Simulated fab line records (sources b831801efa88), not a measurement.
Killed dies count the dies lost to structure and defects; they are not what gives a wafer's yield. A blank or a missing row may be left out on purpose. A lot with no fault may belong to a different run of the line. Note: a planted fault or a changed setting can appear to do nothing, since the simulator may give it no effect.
A lot that was struck, set against a sound lot | flow sfq_line | 42 out of 325 route steps
Sound: these wafers, L518.3, L518.4, L518.6. Struck: wafer L537.4. (L537.1, L537.5 of the same lot were not struck and are left out.) The cause comes at the end.
Each step with rows lists, per side, the tool, then ch with its chambers, then its first start. Under that, the readings that differ: sound wafers | struck wafers | difference of the means | sigmas: that difference in standard deviations of wafers without a fault.
alike: words and numbers the same on both sides, and readings whose means are apart by under 2 such deviations; not compared: readings that were withheld, readings missing a value for some wafer, numbers with overlapping values and no deviation given by the record, and bounds like >300 which may hide the same value.
Wherever a step has rows on one side only, a row that says differs or no value, or a row with sigmas, the two part there. When numbers do not overlap yet have no deviation, they are printed without sigmas and do not part them. Lack of a reading on every wafer of one side parts them only where that side has two or more wafers.

first, 6 steps without rows for these wafers: SFQ_TRILAYER_I6_VIA_LITHO_COAT_174 (resist thk 62 nm); SFQ_TRILAYER_I6_VIA_LITHO_COAT_169 (resist thk 650 nm); SFQ_TRILAYER_I6_VIA_LITHO_SOFTBAKE_173; SFQ_TRILAYER_I6_VIA_LITHO_EXPOSE_170 (exposes mask I6, target cd 700 nm); SFQ_TRILAYER_I6_VIA_LITHO_PEB_172 (peb time 60 s); SFQ_TRILAYER_I6_VIA_LITHO_DEVELOP_171 (time 60 s).
SFQ_I6_OVL_MEAS_942:
  struck on overlay-01, day 77 21:05; sound on overlay-01, day 69 21:50
  reading     | sound     | struck | difference | sigmas
  I6_OVL (nm) | -1 -16 -9 | 9      | +18        | +3
then, 1 step without rows for these wafers: SFQ_TRILAYER_I6_VIA_BARC_OPEN_VIA_ETCH_235 (etches BARC in O2, target depth 125 nm, time 41.7 s).
SFQ_TRILAYER_I6_VIA_ETCH_VIA_ETCH_172: etches SiO2 in CHF3, stops on Nb, target depth 260 nm.
  sound on rie_diel-04 ch 0,2, day 69 21:59; struck on rie_diel-04 ch 1, day 77 21:10
  alike: drypump_motor_current_A, oes_product_au
SFQ_TRILAYER_I6_VIA_STRIP_STRIP_173: strips in O2.
  sound on rie_metal-01 ch 0,1, day 69 22:18; struck on rie_metal-01 ch 1, day 77 21:17
  alike: drypump_motor_current_A, oes_product_au, platen_temp_c
  not compared: rf_hours_counter_h
then, 2 steps without rows for these wafers: SFQ_TRILAYER_I6_VIA_STRIP_SOLV_CLEAN_174 (cleans in NMP, time 600 s); SFQ_TRILAYER_M7_DEP_PRE_CLEAN_176 (time 22.5 s).
SFQ_TRILAYER_M7_DEP_SPUTTER_175: material Nb, target thk 200 nm, time 133.3 s.
  struck on pvd_sputter-04, day 77 22:05; sound on pvd_sputter-05, day 69 22:54
  reading                                             | sound             | struck | difference | sigmas
  model.Nb_of_TRILAYER_M7_DEP_SPUTTER_175.thk_nm (nm) | 201.6 202.9 200.7 | 127.5  | -74.2      |
  alike: throttle_valve_pct
SFQ_M7_RS_MEAS_943: measures by four-point-probe.
  struck on film_metro-01, day 77 22:10; sound on film_metro-04, day 69 23:02
  reading           | sound             | struck | difference | sigmas
  M7_NB_RS (ohm/sq) | 0.886 0.878 0.889 | 1.404  | +0.520     | +40
then, 6 steps without rows for these wafers: SFQ_TRILAYER_M7_LITHO_COAT_182 (resist thk 62 nm); SFQ_TRILAYER_M7_LITHO_COAT_177 (resist thk 600 nm); SFQ_TRILAYER_M7_LITHO_SOFTBAKE_181; SFQ_TRILAYER_M7_LITHO_EXPOSE_178 (exposes mask M7, target cd 500 nm); SFQ_TRILAYER_M7_LITHO_PEB_180 (peb time 60 s); SFQ_TRILAYER_M7_LITHO_DEVELOP_179 (time 60 s).
SFQ_M7_OVL_MEAS_945:
  struck on overlay-01, day 78 21:42; sound on overlay-01, day 70 01:26
  alike: M7_OVL
then, 1 step without rows for these wafers: SFQ_TRILAYER_M7_BARC_OPEN_METAL_ETCH_229 (etches BARC in O2, target depth 125 nm, time 41.7 s).
SFQ_TRILAYER_M7_ETCH_METAL_ETCH_180: etches Nb in Cl2/Ar, stops on SiO2, target depth 240 nm, time 120 s.
  sound on rie_metal-04 ch 0,1, day 70 01:34; struck on rie_metal-02 ch 1, day 78 21:47
  reading                     | sound             | struck | difference | sigmas
  drypump_motor_current_A (A) | 5.54 5.70 5.57    | 6.21   | +0.61      | +2
  oes_product_au (a.u.)       | 0.904 0.914 0.898 | 0.711  | -0.194     | -23
  not compared: rf_hours_counter_h
SFQ_TRILAYER_M7_STRIP_STRIP_181: strips in O2.
  sound on rie_metal-04 ch 0,1, day 70 01:50; struck on rie_metal-02 ch 1, day 78 21:55
  reading                     | sound             | struck | difference | sigmas
  drypump_motor_current_A (A) | 5.54 5.67 5.55    | 6.20   | +0.61      | +2
  platen_temp_c (C)           | 39.94 39.89 39.85 | 40.16  | +0.27      | +2
  alike: oes_product_au
  not compared: rf_hours_counter_h
then, 1 step without rows for these wafers: SFQ_TRILAYER_M7_STRIP_SOLV_CLEAN_182 (cleans in NMP, time 600 s).
SFQ_TRILAYER_I7_DEP_PECVD_183: deposits SiO2 from SiH4/N2O, time 111.11 s, target thk 500 nm.
  sound on pecvd-03 ch 0,1,2, day 70 02:25; struck on pecvd-01 ch 2, day 78 22:41
  alike: heater_power_outer_w, heater_power_w, throttle_valve_pct
then, 1 step without rows for these wafers: SFQ_TRILAYER_I7_CMP_CMP_184 (polishes SiO2).
SFQ_I7_BOW_MEAS_946:
  struck on film_metro-03, day 79 20:27; sound on film_metro-02, day 70 05:32
  alike: I7_BOW
then, 7 steps without rows for these wafers: SFQ_TRILAYER_I7_METRO_MEASURE_185; SFQ_TRILAYER_I7_VIA_LITHO_COAT_192 (resist thk 62 nm); SFQ_TRILAYER_I7_VIA_LITHO_COAT_187 (resist thk 650 nm); SFQ_TRILAYER_I7_VIA_LITHO_SOFTBAKE_191; SFQ_TRILAYER_I7_VIA_LITHO_EXPOSE_188 (exposes mask I7, target cd 1000 nm); SFQ_TRILAYER_I7_VIA_LITHO_PEB_190 (peb time 60 s); SFQ_TRILAYER_I7_VIA_LITHO_DEVELOP_189 (time 60 s).
-- the record jumps here: 4 days lie between the struck wafers' starts before and after --
SFQ_I7_OVL_MEAS_947:
  struck on overlay-02, day 83 14:04; sound on overlay-02, day 75 02:15
  alike: I7_OVL
SFQ_TRILAYER_I7_VIA_BARC_OPEN_VIA_ETCH_260: etches BARC in O2, target depth 125 nm, time 41.7 s.
  sound on rie_diel-03 ch 1,2, day 75 02:17; struck on rie_diel-04 ch 1, day 83 14:06
  alike: drypump_motor_current_A, oes_product_au
  not compared: rf_hours_counter_h
then, 4 steps without rows for these wafers: SFQ_TRILAYER_I7_VIA_ETCH_VIA_ETCH_190 (etches SiO2 in CHF3, stops on Nb, target depth 260 nm); SFQ_TRILAYER_I7_VIA_STRIP_STRIP_191 (strips in O2); SFQ_TRILAYER_I7_VIA_STRIP_SOLV_CLEAN_192 (cleans in NMP, time 600 s); SFQ_TRILAYER_M8_LITHO_LOR_COAT_197.
-- the record jumps here: 3 days lie between the struck wafers' starts before and after --
SFQ_M8_BOW_MEAS_951:
  struck on film_metro-01, day 86 14:43; sound on film_metro-02, day 77 13:16
  reading                 | sound                | struck | difference | sigmas
  model.etest.m7.ohm_um   | 1.753 1.743 1.765    | 2.773  | +1.019     |
  model.etest.i6.link_ohm | 1.86 1.84 1.866      | 2.428  | +0.573     |
  model.etest.m7.ohm_sq   | 0.8827 0.8769 0.8867 | 1.395  | +0.513     |
  model.etest.i7.link_ohm | 1.039 1.037 1.045    | 1.554  | +0.514     |
  alike: M8_BOW

## WHERE THEY PART
At SFQ_I6_OVL_MEAS_942 first; at SFQ_TRILAYER_M7_STRIP_STRIP_181 last (within this record only). Later steps at which nothing parts them and some readings are alike: SFQ_TRILAYER_I7_DEP_PECVD_183, SFQ_I7_BOW_MEAS_946, SFQ_I7_OVL_MEAS_947, SFQ_TRILAYER_I7_VIA_BARC_OPEN_VIA_ETCH_260, SFQ_M8_BOW_MEAS_951.

WHY: whatever the simulator had introduced
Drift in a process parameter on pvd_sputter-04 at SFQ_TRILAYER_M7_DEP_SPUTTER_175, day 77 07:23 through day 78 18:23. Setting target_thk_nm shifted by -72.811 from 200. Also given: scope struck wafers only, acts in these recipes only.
